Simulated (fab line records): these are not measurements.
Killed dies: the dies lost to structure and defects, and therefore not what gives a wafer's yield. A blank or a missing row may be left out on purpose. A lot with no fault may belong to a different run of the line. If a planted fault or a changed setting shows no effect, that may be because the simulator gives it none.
Code-filled problem report in 8D (eight disciplines) form :: flow gf180mcu :: the parts of the form that need people (team, actions taken, sign-off) are left out

1. THE PROBLEM
V4_CVD_02_THK at GF_V4_THK_MEAS_03 reads a mean of 772 nm on 1 wafer of 1 lot; wafers without a fault read 846 nm with a standard deviation of 11. Measured from the usual mean, that is -6.7 standard deviations.
Earliest sighting: wafer L902.6 on film-metro-04 at day 25 18:03. The record holds 33 wafers of 11 lots with a number at this step. The rule behind "out" and "out of limits": a value lying over 4 standard deviations away from the usual mean. The other wafers with a number count as sound.

2. WHAT IT IS; WHAT IT IS NOT
question: which readings at this step
is: V4_CVD_02_THK
is not: -

question: which lots
is: L902
is not: L896, L899, L901, L905, L909, L911, L912, L913, L917, L919

question: which wafers of those lots
is: L902.6
is not: L902.4, L902.5

question: read on which gauges
is: film-metro-04
is not: film-metro-01, film-metro-02

question: when
is: from day 25 18:03
is not: up to then (11 sound wafers); but 21 sound wafers of L905, L909, L911, L912, L913, L917, L919 came after

3. THE SUSPECTS, EACH WITH WHAT RULES IT OUT
Counting: if a tool at a process step up to the reading ran every lot that is out, it stays a suspect. Sound lots after the first of them don't rule it out here, since some wafers of a struck lot are sound.
- the gauge at GF_V4_THK_MEAS_03: ruled out. All the wafers that are out were read on film-metro-04, but those of them that GF_V4_CMP_04 has rows for are out there too, on other tools.
- pvd-sputter-02 at GF_M4_SPUTTER_01 (material TiN, target thk 30 nm, time 25 s): kept. L902, the lot that is out, went through it at day 24 18:47; up to then, the latest sound lot through it was L901 at day 24 05:30.
- rie-metal-02 at GF_M4_METAL_ETCH_16 (etches the open film in Cl2/BCl3, stops on SiO2, target depth 750.8 nm, time 125.1 s): kept. L902, the lot that is out, went through it at day 25 17:11; up to then, the latest sound lot through it was L901 at day 25 04:15.
- pecvd-02 at GF_V4_CVD_02 (deposits SiO2 from TEOS, target thk 850 nm, time 94.851 s): kept. L902, the lot that is out, went through it at day 25 17:59; up to then, the latest sound lot through it was L899 at day 24 07:26.
- In pecvd-02 at GF_V4_CVD_02, the wafers that are out were processed in chamber 2 and their sound lot-mates in chambers 0, 1.
The count leaves pvd-sputter-02 at GF_M4_SPUTTER_01, rie-metal-02 at GF_M4_METAL_ETCH_16, and pecvd-02 at GF_V4_CVD_02.

4. THE CAUSE (what the simulator had put in)
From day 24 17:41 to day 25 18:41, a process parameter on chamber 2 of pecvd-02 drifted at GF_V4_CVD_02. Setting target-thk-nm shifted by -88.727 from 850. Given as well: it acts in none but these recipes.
After counting, 3 suspects remain, this tool included.

5. THE EFFECT CHAIN, in route order
Each row: a reading where the mean over the struck wafers with a number is more than 3 standard deviations away from the usual. Scope: only readings with a usual standard deviation given in the record; hours: median across lots of the time from each lot's start at the first step in this table that gives one to its start at this step; sigmas: change in usual standard deviations.
hours: 0
step: GF_V4_THK_MEAS_03
reading: V4_CVD_02_THK
usual: 846 nm
on struck wafers: 772
change: -74
sigmas: -6.7

hours: 0
step: GF_V4_CMP_04
reading: time-to-endpoint-s
usual: 76 s
on struck wafers: 49
change: -27
sigmas: -4.2
Here are the process steps it includes:
- GF_V4_CMP_04: polishes SiO2.

6. WHAT WOULD HAVE CAUGHT IT SOONER
Counted from the fault's start at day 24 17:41, it took 24 hours until the first out-of-limits reading at a measuring or inspecting step in this record, taken at day 25 18:03.
Tool readings at GF_V4_CVD_02 with a usual standard deviation given in the record: none out on any struck wafer, hence no alarm at a limit of 4 standard deviations on them.
All the lots that are out (1) had begun GF_V4_CVD_02 on pecvd-02 by day 25 18:03. A hold on the tool at that time would have spared none of them.
